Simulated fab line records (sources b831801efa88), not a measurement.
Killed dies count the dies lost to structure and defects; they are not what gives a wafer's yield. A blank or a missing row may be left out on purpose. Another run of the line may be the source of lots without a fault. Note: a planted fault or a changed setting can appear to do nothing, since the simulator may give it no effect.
fab line records | flow sfqLine
record: lots: 7 | wafers: 21 | lastDay: 84
route steps=325 shown M1@72 I1@73 M2@88
lots with no fault: from the same line, run without faults
startH: hours from the record's opening day to when the first of the lot's shown wafers began | waitH: time in hours since the lot's previous step | " as in the row above | L1.1+2: a single row standing in for several wafers | - no value, or no start given | * or withheld: withheld | < > ~ a bound
route shown NAME@n: a module of which the file shows steps, and the number in the route of the first | usual: mean/standard deviation of fault-free wafers | same: alike in all rows | chamber/n: place in a boat | sites: per-site readings | _std_site: the standard deviation of these | _edge_site: outer sites' mean less inner sites' | radiusMm: for every site, how far away it sits from the centre of the wafer | mask NAME#n: copy n | behind: the last tool/chamber to shape the wafer | hold: the reason the lot was held/the length of the hold in hours/how it ended | device: which transistor (n, p or np) failed to switch | end of line: the tests these same wafers got at the end of their route | for a step that has no rows: nothing shown but its recipe | killed: the dies lost at the first sort to structure and to defects; this is not the yield of the wafer | map: a wafer's dies, marking killed ones x, the rest . and places with no die _
set.NAME: setting as actually run; set.NAME@STEP: the setting as run at that earlier step | model.NAME: the simulator's own value behind a step, which no gauge read
lots at some steps of the route; a table a step, a row a wafer
services: from which hour (startH, from the record's first day; less than 0 if before it) a tool's chamber was out of use, for how many hours, and why
== steps ==
step: SFQ_TRILAYER_M1_STRIP_SOLV_CLEAN_044
recipe: chemistry: NMP | tempC: 70 | timeS: 600
step: SFQ_TRILAYER_I1_DEP_PECVD_045
recipe: material: SiO2 | tempC: 150 | timeS: 111.11 | pressureTorr: 2.4 | rfW: 183.3 | precursor: SiH4/N2O | targetThkNm: 500
usual: heaterPowerW: 99/22 | throttleValvePct: 25.0/1.8
lot.wafer | tool     | chamber | startH | waitH | heaterPowerW | sinceWetCleanH | throttleValvePct
L685.3    | pecvd-03 | 1       | 297.23 | 0.0   | 74           | 842            | 25.8
L685.4    | "        | 2       | "      | "     | 73           | -              | 28.2
L685.6    | "        | 1       | "      | "     | 75           | -              | 25.5
L691.1    | pecvd-02 | 2       | 340.37 | 0.0   | 102          | 502            | 24.5
L691.4    | "        | 0       | "      | "     | 111          | -              | 24.7
L691.5    | "        | 2       | "      | "     | 100          | -              | 24.4
L692.1    | pecvd-02 | 0       | 356.74 | 0.0   | 111          | 518            | 24.4
L692.2    | "        | 1       | "      | "     | 121          | 518            | 25.3
L692.4    | "        | 2       | "      | "     | 101          | -              | 24.7
L699.2    | pecvd-03 | 0       | 417.99 | 0.0   | 115          | 963            | 26.4
L699.4    | "        | 2       | "      | "     | 65           | -              | 29.3
L699.6    | "        | 1       | "      | "     | 81           | -              | 26.1
L700.1    | pecvd-02 | 1       | 427.39 | 0.0   | 120          | 589            | 25.8
L700.3    | "        | 0       | "      | "     | 121          | 589            | 24.6
L700.5    | "        | 0       | "      | "     | 123          | -              | 24.9
L701.1    | pecvd-01 | 1       | 433.39 | 0.0   | 86           | 225            | 22.4
L701.2    | "        | 2       | "      | "     | 84           | 225            | 22.3
L701.5    | "        | 2       | "      | "     | 86           | -              | 22.2
L705.1    | pecvd-03 | 1       | 460.99 | 0.0   | 79           | 1006           | 26.1
L705.4    | "        | 2       | "      | "     | 78           | -              | 29.1
L705.6    | "        | 0       | "      | "     | 138          | -              | 26.7
step: SFQ_TRILAYER_I1_CMP_CMP_046
recipe: material: SiO2 | downForcePsi: 3 | platenRpm: 60 | padVelocityMS: 0.94248
usual: headPressurePsi: 3.000/0.0067 | motorCurrentA: 10.5/0.94 | timeToEndpointS: 212/6.4
lot.wafer | tool   | chamber | startH | waitH | headPressurePsi | motorCurrentA | timeToEndpointS
L685.4    | cmp-02 | 0       | 311.52 | 14.2  | 3.001           | 9.9           | 212
L685.3    | "      | 1       | "      | "     | 3.005           | 10.6          | 208
L685.6    | "      | 3       | 313.02 | 15.7  | 3.004           | 10.9          | 205
L691.4    | cmp-02 | 1       | 352.87 | 12.4  | 2.992           | 10.4          | 207
L691.1    | "      | 3       | 353.87 | 13.5  | 2.998           | 11.2          | 197
L691.5    | "      | 2       | 355.37 | 14.9  | 3.012           | 11.6          | 211
L692.4    | cmp-02 | 3       | 365.37 | 8.6   | 2.994           | 10.6          | 216
L692.2    | "      | 0       | "      | "     | 2.997           | 11.1          | 222
L692.1    | "      | 1       | "      | "     | 3.004           | 10.4          | 220
L699.4    | cmp-01 | 2       | 418.57 | 0.5   | 2.993           | 8.9           | 215
L699.2    | "      | 0       | 419.57 | 1.5   | 3.004           | 12.4          | 216
L699.6    | "      | 2       | 420.57 | 2.5   | 3.005           | 8.7           | 206
L700.1    | cmp-02 | 2       | 428.47 | 1.0   | 2.995           | 11.6          | 209
L700.3    | "      | 3       | "      | "     | 2.997           | 10.7          | 206
L700.5    | "      | 0       | "      | "     | 3.001           | 11.1          | 215
L701.2    | cmp-01 | 2       | 433.97 | 0.5   | 3.001           | 8.1           | 209
L701.1    | "      | 0       | 434.97 | 1.5   | 2.998           | 12.2          | 219
L701.5    | "      | 1       | "      | "     | 3.006           | 9.5           | 209
L705.4    | cmp-01 | 0       | 461.07 | 0.0   | 3.007           | 11.4          | 217
L705.1    | "      | 2       | 462.07 | 1.0   | 2.998           | 8.9           | 210
L705.6    | "      | 1       | 463.57 | 2.5   | 3.005           | 9.0           | 216
step: SFQ_I1_BOW_MEAS_912
recipe: mode: bow
usual: I1_BOW: 3/9.7
lot.wafer | tool         | chamber | startH | waitH | I1_BOW[um]
L685.3    | filmMetro-04 | -       | 314.06 | 1.5   | -10
L685.4    | "            | -       | "      | "     | 0
L685.6    | "            | -       | "      | "     | 1
L691.1    | filmMetro-04 | -       | 355.87 | 1.5   | 13
L691.4    | "            | -       | "      | "     | 5
L691.5    | "            | -       | "      | "     | 1
L692.1    | filmMetro-04 | -       | 367.87 | 1.0   | 4
L692.2    | "            | -       | "      | "     | -5
L692.4    | "            | -       | "      | "     | -3
L699.2    | filmMetro-02 | -       | 421.09 | 1.0   | -3
L699.4    | "            | -       | "      | "     | 8
L699.6    | "            | -       | "      | "     | 14
L700.1    | filmMetro-02 | -       | 430.47 | 1.5   | 10
L700.3    | "            | -       | "      | "     | 14
L700.5    | "            | -       | "      | "     | 18
L701.1    | filmMetro-02 | -       | 436.47 | 1.0   | -1
L701.2    | "            | -       | "      | "     | -6
L701.5    | "            | -       | "      | "     | -21
L705.1    | filmMetro-04 | -       | 464.07 | 1.5   | 2
L705.4    | "            | -       | "      | "     | 8
L705.6    | "            | -       | "      | "     | 8
step: SFQ_TRILAYER_I1_METRO_MEASURE_047
usual: thkNm: 199.7/0.9
lot.wafer | tool         | chamber | startH | waitH | thkNm
L685.3    | filmMetro-04 | -       | 314.54 | 0.5   | 198.0
L685.4    | "            | -       | "      | "     | 200.2
L685.6    | "            | -       | "      | "     | 199.5
L691.1    | filmMetro-04 | -       | 355.99 | 0.1   | 199.9
L691.4    | "            | -       | "      | "     | 199.8
L691.5    | "            | -       | "      | "     | 201.1
L692.1    | filmMetro-04 | -       | 367.99 | 0.1   | 199.5
L692.2    | "            | -       | "      | "     | 200.2
L692.4    | "            | -       | "      | "     | 199.5
L699.2    | filmMetro-02 | -       | 421.39 | 0.3   | 199.2
L699.4    | "            | -       | "      | "     | 198.0
L699.6    | "            | -       | "      | "     | 198.7
L700.1    | filmMetro-02 | -       | 430.59 | 0.1   | 200.4
L700.3    | "            | -       | "      | "     | 199.7
L700.5    | "            | -       | "      | "     | 201.1
L701.1    | filmMetro-02 | -       | 436.59 | 0.1   | 199.6
L701.2    | "            | -       | "      | "     | 198.7
L701.5    | "            | -       | "      | "     | 199.4
L705.1    | filmMetro-04 | -       | 464.19 | 0.1   | 198.3
L705.4    | "            | -       | "      | "     | 198.3
L705.6    | "            | -       | "      | "     | 198.1
step: SFQ_TRILAYER_I1_VIA_LITHO_COAT_054
recipe: resist: BARC | spinRpm: 3000 | resistThkNm: 62
step: SFQ_TRILAYER_I1_VIA_LITHO_COAT_049
recipe: resist: KrF | spinRpm: 3000 | resistThkNm: 650
step: SFQ_TRILAYER_I1_VIA_LITHO_SOFTBAKE_053
recipe: tempC: withheld | timeS: withheld | resist: KrF
step: SFQ_TRILAYER_I1_VIA_LITHO_EXPOSE_050
recipe: maskId: I1 | na: 0.6 | sourceShape: conventional | sigmaOuter: 0.65 | targetCdNm: 500 | doseMj: 21.3
step: SFQ_TRILAYER_I1_VIA_LITHO_PEB_052
recipe: pebTempC: 115 | pebTimeS: 60 | resist: KrF
step: SFQ_TRILAYER_I1_VIA_LITHO_DEVELOP_051
recipe: timeS: 60 | resist: KrF
step: SFQ_I1_OVL_MEAS_913
usual: I1_OVL: -1/6
lot.wafer | tool       | chamber | startH | waitH | I1_OVL[nm]
L685.3    | overlay-01 | -       | 379.82 | 0.1   | -4
L685.4    | "          | -       | "      | "     | 10
L685.6    | "          | -       | "      | "     | 8
L691.1    | overlay-02 | -       | 426.95 | 0.1   | -2
L691.4    | "          | -       | "      | "     | -6
L691.5    | "          | -       | "      | "     | -5
L692.1    | overlay-01 | -       | 496.23 | 0.1   | 0
L692.2    | "          | -       | "      | "     | 7
L692.4    | "          | -       | "      | "     | 0
L699.2    | overlay-01 | -       | 551.24 | 0.1   | -9
L699.4    | "          | -       | "      | "     | -7
L699.6    | "          | -       | "      | "     | -4
L700.1    | overlay-02 | -       | 562.03 | 0.1   | -5
L700.3    | "          | -       | "      | "     | 1
L700.5    | "          | -       | "      | "     | 2
L701.1    | overlay-02 | -       | 566.83 | 0.1   | -3
L701.2    | "          | -       | "      | "     | -3
L701.5    | "          | -       | "      | "     | 0
L705.1    | overlay-02 | -       | 594.88 | 0.1   | 6
L705.4    | "          | -       | "      | "     | -2
L705.6    | "          | -       | "      | "     | -3
step: SFQ_TRILAYER_I1_VIA_BARC_OPEN_VIA_ETCH_071
recipe: maskMaterial: PR | chemistry: O2 | targetDepthNm: 125 | target: BARC | sourceW: 518 | biasW: 80 | pressureMtorr: 30 | timeS: 41.7
usual: biasW: 79.96/0.23 | chamberPressureMTorr: 29.998/0.025 | drypumpMotorCurrentA: 5.6/0.37 | oesProductAu: 0.685/0.0044
lot.wafer | tool       | chamber | startH | waitH | biasW | chamberPressureMTorr | drypumpMotorCurrentA | oesProductAu | rfHoursCounterH | model.KrF_of_TRILAYER_I1_VIA_LITHO_COAT_049.thkNm
L685.3    | rieDiel-02 | 1       | 379.85 | 0.0   | 79.68 | 30.018               | 5.7                  | 0.686        | 0               | 572.8
L685.4    | "          | 2       | "      | "     | 80.35 | 30.041               | 4.9                  | 0.681        | 2               | 575
L685.6    | "          | 1       | "      | "     | 79.74 | 30.042               | 5.7                  | 0.683        | -               | 574.7
L691.1    | rieDiel-01 | 1       | 426.98 | 0.0   | 79.91 | 30.005               | 5.1                  | 0.680        | 0               | 570.7
L691.4    | "          | 3       | "      | "     | 80.02 | 29.991               | 5.9                  | 0.686        | 2               | 568.2
L691.5    | "          | 3       | "      | "     | 79.78 | 30.035               | 6.0                  | 0.688        | -               | 570
L692.1    | rieDiel-02 | 3       | 496.27 | 0.0   | 79.97 | 29.995               | 5.4                  | 0.684        | 3               | 568.8
L692.2    | "          | 2       | "      | "     | 80.04 | 29.989               | 4.9                  | 0.685        | 3               | 571.6
L692.4    | "          | 3       | "      | "     | 79.64 | 30.001               | 5.4                  | 0.686        | -               | 571.3
L699.2    | rieDiel-01 | 3       | 551.27 | 0.0   | -     | -                    | -                    | -            | -               | 626.3
L699.4    | "          | 2       | "      | "     | -     | -                    | -                    | -            | -               | 625.9
L699.6    | "          | 3       | "      | "     | -     | -                    | -                    | -            | -               | 626.8
L700.1    | rieDiel-01 | 2       | 562.07 | 0.0   | -     | -                    | -                    | -            | -               | 620.5
L700.3    | "          | 0       | "      | "     | -     | -                    | -                    | -            | -               | 622.5
L700.5    | "          | 3       | "      | "     | -     | -                    | -                    | -            | -               | 623.9
L701.1    | rieDiel-01 | 2       | 566.87 | 0.0   | -     | -                    | -                    | -            | -               | 629.3
L701.2    | "          | 1       | "      | "     | -     | -                    | -                    | -            | -               | 627.8
L701.5    | "          | 3       | "      | "     | -     | -                    | -                    | -            | -               | 626
L705.1    | rieDiel-01 | 2       | 594.91 | 0.0   | 79.77 | 29.973               | 5.8                  | 0.690        | 9               | 570.5
L705.4    | "          | 3       | "      | "     | 80.18 | 29.974               | 5.9                  | 0.686        | 4               | 572.6
L705.6    | "          | 3       | "      | "     | 80.31 | 29.992               | 5.9                  | 0.684        | -               | 569.8
step: SFQ_TRILAYER_I1_VIA_ETCH_VIA_ETCH_052
recipe: target: SiO2 | stopOn: Nb | maskMaterial: PR | taperDeg: 20 | chemistry: CHF3 | targetDepthNm: 260 | sourceW: 500 | biasW: 80 | pressureMtorr: 30 | timeS: withheld
usual: biasW: 79.99/0.26 | chamberPressureMTorr: 30.002/0.026 | drypumpMotorCurrentA: 5.6/0.37 | oesProductAu: 0.854/0.0051
lot.wafer | tool       | chamber | startH | waitH | biasW | chamberPressureMTorr | drypumpMotorCurrentA | oesProductAu | model.KrF_of_TRILAYER_I1_VIA_LITHO_COAT_049.thkNm
L685.3    | rieDiel-02 | 1       | 379.89 | 0.0   | 79.95 | 29.991               | 5.7                  | 0.853        | 528.1
L685.4    | "          | 2       | "      | "     | 80.32 | 30.019               | 5.0                  | 0.864        | 529.9
L685.6    | "          | 1       | "      | "     | 80.16 | 29.958               | 5.7                  | 0.842        | 529.9
L691.1    | rieDiel-01 | 1       | 427.02 | 0.0   | 80.12 | 29.962               | 5.0                  | 0.852        | 526.8
L691.4    | "          | 3       | "      | "     | 80.41 | 30.008               | 5.9                  | 0.860        | 523.8
L691.5    | "          | 3       | "      | "     | 80.45 | 30.015               | 5.9                  | 0.854        | 525.3
L692.1    | rieDiel-02 | 3       | 496.31 | 0.0   | 80.49 | 30.024               | 5.4                  | 0.854        | 525.1
L692.2    | "          | 2       | "      | "     | 79.82 | 29.978               | 4.9                  | 0.858        | 527.2
L692.4    | "          | 3       | "      | "     | 80.13 | 29.987               | 5.4                  | 0.847        | 527.8
L699.2    | rieDiel-01 | 3       | 551.31 | 0.0   | 80.26 | 29.987               | 5.9                  | 0.374        | 581.2
L699.4    | "          | 2       | "      | "     | 80.00 | 29.946               | 5.8                  | 0.369        | 581.7
L699.6    | "          | 3       | "      | "     | 79.49 | 30.046               | 5.9                  | 0.373        | 582.1
L700.1    | rieDiel-01 | 2       | 562.11 | 0.0   | 79.52 | 29.964               | 5.8                  | 0.364        | 576.3
L700.3    | "          | 0       | "      | "     | 79.92 | 30.020               | 6.1                  | 0.376        | 578.5
L700.5    | "          | 3       | "      | "     | 80.36 | 29.985               | 5.9                  | 0.373        | 579
L701.1    | rieDiel-01 | 2       | 566.91 | 0.0   | 79.87 | 30.012               | 5.8                  | 0.373        | 584.5
L701.2    | "          | 1       | "      | "     | 79.90 | 30.011               | 5.0                  | 0.368        | 582.8
L701.5    | "          | 3       | "      | "     | 79.62 | 30.077               | 5.9                  | 0.371        | 580.4
L705.1    | rieDiel-01 | 2       | 594.95 | 0.0   | 80.14 | 30.008               | 5.8                  | 0.853        | 525.9
L705.4    | "          | 3       | "      | "     | 79.66 | 30.042               | 5.9                  | 0.852        | 527.3
L705.6    | "          | 3       | "      | "     | 79.98 | 30.003               | 5.9                  | 0.848        | 524.7
step: SFQ_TRILAYER_I1_VIA_STRIP_STRIP_053
recipe: gas: O2 | powerW: 200 | platenTempC: 40 | overashFraction: 0.65 | chemistry: O2 | pressureMtorr: 50
usual: drypumpMotorCurrentA: 5.61/0.28 | oesProductAu: 1.001/0.009
lot.wafer | tool        | chamber | startH | waitH | drypumpMotorCurrentA | oesProductAu | rfHoursCounterH
L685.3    | rieMetal-03 | 1       | 380.20 | -     | 5.27                 | 1.009        | -
L685.4    | "           | 0       | "      | "     | 5.50                 | 0.994        | -
L685.6    | "           | 1       | "      | "     | 5.27                 | 1.013        | -
L691.1    | rieMetal-03 | 0       | 427.13 | -     | 5.50                 | 1.006        | 161
L691.4    | "           | 0       | "      | "     | 5.50                 | 1.004        | -
L691.5    | "           | 1       | "      | "     | 5.25                 | 1.006        | -
L692.1    | rieMetal-01 | 1       | 496.42 | -     | 5.47                 | 0.996        | 3
L692.2    | "           | 0       | "      | "     | 5.91                 | 0.986        | 26
L692.4    | "           | 1       | "      | "     | 5.47                 | 0.996        | -
L699.2    | rieMetal-04 | 0       | 551.42 | -     | 6.12                 | 1.008        | 89
L699.4    | "           | 1       | "      | "     | 5.63                 | 1.013        | -
L699.6    | "           | 0       | "      | "     | 6.13                 | 1.006        | -
L700.1    | rieMetal-01 | 1       | 562.22 | -     | 5.49                 | 0.999        | 13
L700.3    | "           | 0       | "      | "     | 5.91                 | 0.986        | -
L700.5    | "           | 1       | "      | "     | 5.46                 | 1.007        | -
L701.1    | rieMetal-01 | 0       | 567.02 | -     | 5.93                 | 0.985        | 41
L701.2    | "           | 1       | "      | "     | 5.46                 | 0.978        | 14
L701.5    | "           | 1       | "      | "     | 5.46                 | 1.001        | -
L705.1    | rieMetal-01 | 1       | 595.07 | -     | 5.46                 | 0.998        | 19
L705.4    | "           | 1       | "      | "     | 5.45                 | 0.996        | -
L705.6    | "           | 1       | "      | "     | 5.46                 | 0.997        | -
step: SFQ_TRILAYER_I1_VIA_STRIP_SOLV_CLEAN_054
recipe: chemistry: NMP | tempC: 70 | timeS: 600
step: SFQ_TRILAYER_M2_DEP_PRE_CLEAN_056
recipe: gas: Ar | timeS: 22.5 | biasV: 250
step: SFQ_TRILAYER_M2_DEP_SPUTTER_055
recipe: material: Nb | basePressurePa: 1.33e-06 | chamberPressurePa: 0.1333 | substrateTempC: 20 | resputterCathodeVoltageV: 400 | targetThkNm: 200 | powerW: 2000 | timeS: 133.3
usual: chamberPressurePa: 0.13331/0.00027 | throttleValvePct: 30.7/1.1
lot.wafer | tool          | chamber | startH | waitH | chamberPressurePa | throttleValvePct
L685.3    | pvdSputter-04 | -       | 380.80 | 0.0   | 0.13341           | 29.8
L685.4    | "             | -       | "      | "     | 0.13356           | 30.4
L685.6    | "             | -       | "      | "     | 0.13337           | 29.8
L691.1    | pvdSputter-04 | -       | 427.95 | 0.0   | 0.13321           | 30.8
L691.4    | "             | -       | "      | "     | 0.13313           | 33.1
L691.5    | "             | -       | "      | "     | 0.13377           | 33.1
L692.1    | pvdSputter-06 | -       | 497.24 | 0.0   | 0.13326           | 32.0
L692.2    | "             | -       | "      | "     | 0.13295           | 30.8
L692.4    | "             | -       | "      | "     | 0.13296           | 29.1
L699.2    | pvdSputter-03 | -       | 552.22 | 0.0   | 0.13332           | 30.8
L699.4    | "             | -       | "      | "     | 0.13261           | 31.3
L699.6    | "             | -       | "      | "     | 0.13375           | 29.8
L700.1    | pvdSputter-04 | -       | 563.02 | 0.0   | 0.13314           | 30.3
L700.3    | "             | -       | "      | "     | 0.13322           | 30.4
L700.5    | "             | -       | "      | "     | 0.13367           | 30.6
L701.1    | pvdSputter-04 | -       | 567.82 | 0.0   | 0.13327           | 33.3
L701.2    | "             | -       | "      | "     | 0.1331            | 30.7
L701.5    | "             | -       | "      | "     | 0.13347           | 30.4
L705.1    | pvdSputter-04 | -       | 595.89 | 0.0   | 0.13301           | 30.4
L705.4    | "             | -       | "      | "     | 0.13306           | 30.4
L705.6    | "             | -       | "      | "     | 0.13337           | 30.4
step: SFQ_M2_RS_MEAS_914
recipe: thkMeasGauge: four-point-probe | reads: Nb_of_TRILAYER_M2_DEP_SPUTTER_055
usual: M2_NB_RS: 0.890/0.0068
lot.wafer | tool         | chamber | startH | waitH | M2_NB_RS[ohm/sq]
L685.3    | filmMetro-03 | -       | 380.93 | 0.1   | 0.889
L685.4    | "            | -       | "      | "     | 0.885
L685.6    | "            | -       | "      | "     | 0.885
L691.1    | filmMetro-04 | -       | 428.04 | 0.0   | 0.890
L691.4    | "            | -       | "      | "     | 0.894
L691.5    | "            | -       | "      | "     | 0.889
L692.1    | filmMetro-02 | -       | 497.33 | 0.0   | 0.879
L692.2    | "            | -       | "      | "     | 0.879
L692.4    | "            | -       | "      | "     | 0.882
L699.2    | filmMetro-04 | -       | 552.33 | 0.1   | 0.896
L699.4    | "            | -       | "      | "     | 0.896
L699.6    | "            | -       | "      | "     | 0.898
L700.1    | filmMetro-04 | -       | 563.11 | 0.0   | 0.880
L700.3    | "            | -       | "      | "     | 0.878
L700.5    | "            | -       | "      | "     | 0.883
L701.1    | filmMetro-04 | -       | 567.91 | 0.0   | 0.878
L701.2    | "            | -       | "      | "     | 0.882
L701.5    | "            | -       | "      | "     | 0.882
L705.1    | filmMetro-04 | -       | 595.98 | 0.0   | 0.894
L705.4    | "            | -       | "      | "     | 0.888
L705.6    | "            | -       | "      | "     | 0.888
step: SFQ_TRILAYER_M2_LITHO_COAT_062
recipe: resist: BARC | spinRpm: 3000 | resistThkNm: 62
step: SFQ_TRILAYER_M2_LITHO_COAT_057
recipe: resist: KrF | spinRpm: 3000 | resistThkNm: 600
step: SFQ_TRILAYER_M2_LITHO_SOFTBAKE_061
recipe: tempC: withheld | timeS: withheld | resist: KrF
step: SFQ_TRILAYER_M2_LITHO_EXPOSE_058
recipe: maskId: M2 | na: 0.6 | sourceShape: conventional | sigmaOuter: 0.65 | targetCdNm: 500 | doseMj: 14.4
usual: exposureDoseMJCm2: 14.400/0.014 | focusOffsetNm: -0.1/0.5
lot.wafer | tool          | chamber | startH | waitH | mask | exposureDoseMJCm2 | focusOffsetNm
L685.3    | krfScanner-01 | 0       | 470.89 | -     | M2#0 | 14.406            | -0.4
L685.4    | "             | 0       | "      | "     | M2#0 | 14.394            | -1.1
L685.6    | "             | 0       | "      | "     | M2#0 | 14.390            | -0.5
L691.1    | krfScanner-01 | 0       | 520.89 | -     | M2#0 | 14.415            | 0.5
L691.4    | "             | 0       | "      | "     | M2#0 | 14.409            | 0.9
L691.5    | "             | 0       | "      | "     | M2#0 | 14.377            | -0.1
L692.1    | krfScanner-01 | 0       | 556.12 | -     | M2#0 | 14.412            | 0.1
L692.2    | "             | 0       | "      | "     | M2#0 | 14.402            | -0.5
L692.4    | "             | 0       | "      | "     | M2#0 | 14.393            | 0.1
L699.2    | krfScanner-01 | -       | 606.17 | -     | M2#0 | -                 | -
L699.4    | "             | -       | "      | "     | M2#0 | -                 | -
L699.6    | "             | -       | "      | "     | M2#0 | -                 | -
L700.1    | krfScanner-01 | -       | 616.70 | -     | M2#0 | -                 | -
L700.3    | "             | -       | "      | "     | M2#0 | -                 | -
L700.5    | "             | -       | "      | "     | M2#0 | -                 | -
L701.1    | krfScanner-01 | -       | 623.90 | -     | M2#0 | -                 | -
L701.2    | "             | -       | "      | "     | M2#0 | -                 | -
L701.5    | "             | -       | "      | "     | M2#0 | -                 | -
L705.1    | krfScanner-01 | 0       | 645.50 | -     | M2#0 | 14.399            | -0.7
L705.4    | "             | 0       | "      | "     | M2#0 | 14.388            | 0.1
L705.6    | "             | 0       | "      | "     | M2#0 | 14.391            | -0.2
step: SFQ_TRILAYER_M2_LITHO_PEB_060
recipe: pebTempC: 115 | pebTimeS: 60 | resist: KrF
== services ==
tool          | chamber | startH | hours | kind
filmMetro-04  | -       | 292.95 | 0.3   | pm
rieDiel-01    | 3       | 295.23 | 5.1   | repair
rieDiel-01    | 3       | 301.31 | 38.0  | repair
krfScanner-01 | -       | 313.91 | 3.6   | pm
rieDiel-01    | 2       | 323.16 | 8.9   | repair
krfScanner-01 | -       | 341.47 | 4.4   | pm
krfScanner-01 | -       | 348.29 | 0.2   | repair
rieDiel-01    | -       | 349.44 | 28.1  | pm
pvdSputter-04 | -       | 369.46 | 11.1  | repair
krfScanner-01 | -       | 378.02 | 0.5   | repair
rieDiel-01    | 1       | 382.06 | 14.0  | repair
rieDiel-01    | 3       | 382.53 | 10.4  | repair
krfScanner-01 | -       | 383.30 | 1.3   | pm
krfScanner-01 | -       | 393.34 | 1.0   | repair
rieDiel-01    | 3       | 395.94 | 2.5   | repair
krfScanner-01 | -       | 421.49 | 1.0   | pm
rieDiel-01    | 3       | 471.38 | 4.2   | repair
krfScanner-01 | -       | 525.69 | 4.0   | pm
pvdSputter-04 | -       | 532.70 | 3.6   | repair
krfScanner-01 | -       | 558.52 | 1.3   | pm
rieDiel-01    | -       | 565.59 | 1.1   | repair
krfScanner-01 | -       | 587.42 | 0.8   | pm
krfScanner-01 | -       | 591.77 | 1.0   | pm
krfScanner-01 | -       | 613.00 | 1.3   | repair
== key ==
firstSign: step: SFQ_TRILAYER_I1_VIA_BARC_OPEN_VIA_ETCH_071 | reading: toolRecord | direction: missing
effect: step: SFQ_TRILAYER_I1_VIA_ETCH_VIA_ETCH_052 | reading: oesProductAu | direction: down | sigmas: 94 | usual: 0.854 | struck: 0.371
effect: step: SFQ_TRILAYER_M2_LITHO_EXPOSE_058 | reading: toolRecord | direction: missing
modelEffect: step: SFQ_TRILAYER_I1_VIA_BARC_OPEN_VIA_ETCH_071 | value: KrF_of_TRILAYER_I1_VIA_LITHO_COAT_049.thkNm | without: 572.4 | struck: 625.5
modelEffect: step: SFQ_TRILAYER_I1_VIA_ETCH_VIA_ETCH_052 | value: KrF_of_TRILAYER_I1_VIA_LITHO_COAT_049.thkNm | without: 527.7 | struck: 580.7
metAt SFQ_TRILAYER_I1_VIA_BARC_OPEN_VIA_ETCH_071
struckWafers L699.2,L699.4,L699.6,L700.1,L700.3,L700.5,L701.1,L701.2,L701.5
onsetBetween 426.98 551.27
fault: kind: skippedStepWhole | tool: rieDiel-01 | chamber: - | onsetH: 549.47 | steps: SFQ_TRILAYER_I1_VIA_BARC_OPEN_VIA_ETCH_071 | scope: struckLotsOnly
